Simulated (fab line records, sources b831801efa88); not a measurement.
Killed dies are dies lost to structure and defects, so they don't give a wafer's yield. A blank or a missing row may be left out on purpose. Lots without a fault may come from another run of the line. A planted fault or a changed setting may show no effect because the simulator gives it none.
Problem report in the 8D (eight disciplines) form, filled by code | flow sky130 | the parts of the form that need people (team, actions taken, sign-off) are left out

1. THE PROBLEM
heater_power_total_W at SKY_CAP2M_SOFTBAKE_08 reads a mean of 54.20 W on 6 wafers of 2 lots; wafers without a fault read 56.60 W with a standard deviation of 0.042. That is -57 standard deviations from the usual mean.
The step: time 60 s.
First seen on wafer L917.1, day 44 09:47, on litho_track-02. The record holds 36 wafers of 12 lots with a number at this step. Rule for "out", or "out of limits": more than 4 standard deviations from the usual mean. The other wafers with a number count as sound.

2. WHAT IT IS AND WHAT IT IS NOT
question                    | is                                 | is not
which readings at this step | heater_power_total_W, plate_temp_C | exhaust_pa
which lots                  | L917, L920                         | L907, L908, L912, L913, L915, L918, L923, L924, L925, L928
which wafers of those lots  | all that have a number             | -
read on which tools         | litho_track-02                     | litho_track-01, litho_track-03
when                        | from day 44 09:47                  | up to then (18 sound wafers); but 12 sound wafers of L923, L924, L925, L928 came after

3. SUSPECTS, AND WHAT RULES EACH OUT
Counting: a tool at a process step up to the reading stays a suspect if it ran every lot that is out and no sound lot after the first of them.
- cmp-02 at SKY_VIA3_CMP_24 (polishes, stops on SiO2, t overpolish 20 s, target thk 0 nm): ruled out as a lasting fault. Sound lots L923, L928 ran on it after its first lot that is out, L917 (day 43 22:13).
- litho_track-02 at SKY_CAP2M_SOFTBAKE_08 (time 60 s): kept. It ran every lot that is out, first L917 (day 44 09:47), and no sound lot after that; its last sound lot up to then is L915 (day 43 06:47). Its own readings are out on those wafers: heater_power_total_W, plate_temp_C.
Left after counting: litho_track-02 at SKY_CAP2M_SOFTBAKE_08.

4. THE CAUSE (what the simulator had put in)
Process parameter drift: litho_track-02, from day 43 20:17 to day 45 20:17, at SKY_CAP2M_SOFTBAKE_08. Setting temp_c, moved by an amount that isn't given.
Counting left only this tool.

5. THE CHAIN OF EFFECTS, in route order
Each row: a reading whose mean over the struck wafers that have a number lies more than 3 standard deviations from the usual. Only readings for which the record gives a usual standard deviation are gone through. hours: the time from each lot's start at the first step in this table that gives one to its start at this step, as a median over the lots. sigmas: the change in usual standard deviations.
hours | step                  | reading              | usual   | on struck wafers | change | sigmas
0     | SKY_CAP2M_SOFTBAKE_08 | heater_power_total_W | 56.60 W | 54.20            | -2.40  | -57
0     | SKY_CAP2M_SOFTBAKE_08 | plate_temp_C         | 90.03 C | 87.40            | -2.63  | -20
The process steps in it:
- SKY_CAP2M_SOFTBAKE_08: time 60 s.

6. WHAT WOULD HAVE CAUGHT IT SOONER
In this record the first reading out of limits was taken at day 44 09:47, 14 hours after the fault began at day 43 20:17.
